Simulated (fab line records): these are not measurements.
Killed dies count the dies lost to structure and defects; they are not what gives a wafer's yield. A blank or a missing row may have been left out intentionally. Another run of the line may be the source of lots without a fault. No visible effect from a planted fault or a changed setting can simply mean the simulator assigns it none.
Chamber matching :: flow sky130 :: SKY_CONTACT_CVD_00 on pecvd-04 has 3 sister chambers
The step deposits Si3N4, target thk 75 nm. 6 wafers are shown with their chamber, then 8 later ones without.

== WAFERS, EACH WITH ITS CHAMBER ==
wafer: L088.3
chamber: 2
heater-power-w (W): 721

wafer: L088.6
chamber: 1
heater-power-w (W): 782

wafer: L090.2
chamber: 0
heater-power-w (W): 627

wafer: L090.3
chamber: 2
heater-power-w (W): 624

wafer: L090.4
chamber: 1
heater-power-w (W): 738

wafer: L094.1
chamber: 0
heater-power-w (W): 641

== WAFERS WITH NO CHAMBER GIVEN ==
wafer: L094.2
heater-power-w (W): 628

wafer: L094.3
heater-power-w (W): 727

wafer: L095.1
heater-power-w (W): 704

wafer: L095.5
heater-power-w (W): 692

wafer: L095.6
heater-power-w (W): 581

wafer: L097.1
heater-power-w (W): 550

wafer: L097.4
heater-power-w (W): 558

wafer: L097.5
heater-power-w (W): 795

== WHICH CHAMBER EACH ONE RAN IN ==
wafer: L094.2
from the rows above: can't be placed: 0 or 2
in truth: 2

wafer: L094.3
from the rows above: can't be placed: 1 or 2 or 0
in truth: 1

wafer: L095.1
from the rows above: can't be placed: 2 or 1 or 0
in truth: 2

wafer: L095.5
from the rows above: can't be placed: 2 or 0 or 1
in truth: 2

wafer: L095.6
from the rows above: can't be placed: 0 or 2
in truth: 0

wafer: L097.1
from the rows above: can't be placed: 0 or 2
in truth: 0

wafer: L097.4
from the rows above: can't be placed: 0 or 2
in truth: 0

wafer: L097.5
from the rows above: can't be placed: 1 or 2
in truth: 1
Correctly placed: 0 of 8. Unplaceable from these rows: 8, with the true chamber sitting among the candidates in 8. 0 placed wrongly.
How it was worked out, from the rows above alone: a wafer's distance from a chamber is the root of the sum, over the readings, of the square of ((its reading less the chamber's mean) divided by the reading's scatter). The wafer belongs to the nearest chamber; if the next one is less than 2 further off, it can't be placed. The mean given for a chamber averages the wafers shown for that chamber. The scatter: the root of (the sum of the squares of (reading less its chamber's mean) over the shown wafers, divided by (wafers less chambers)).
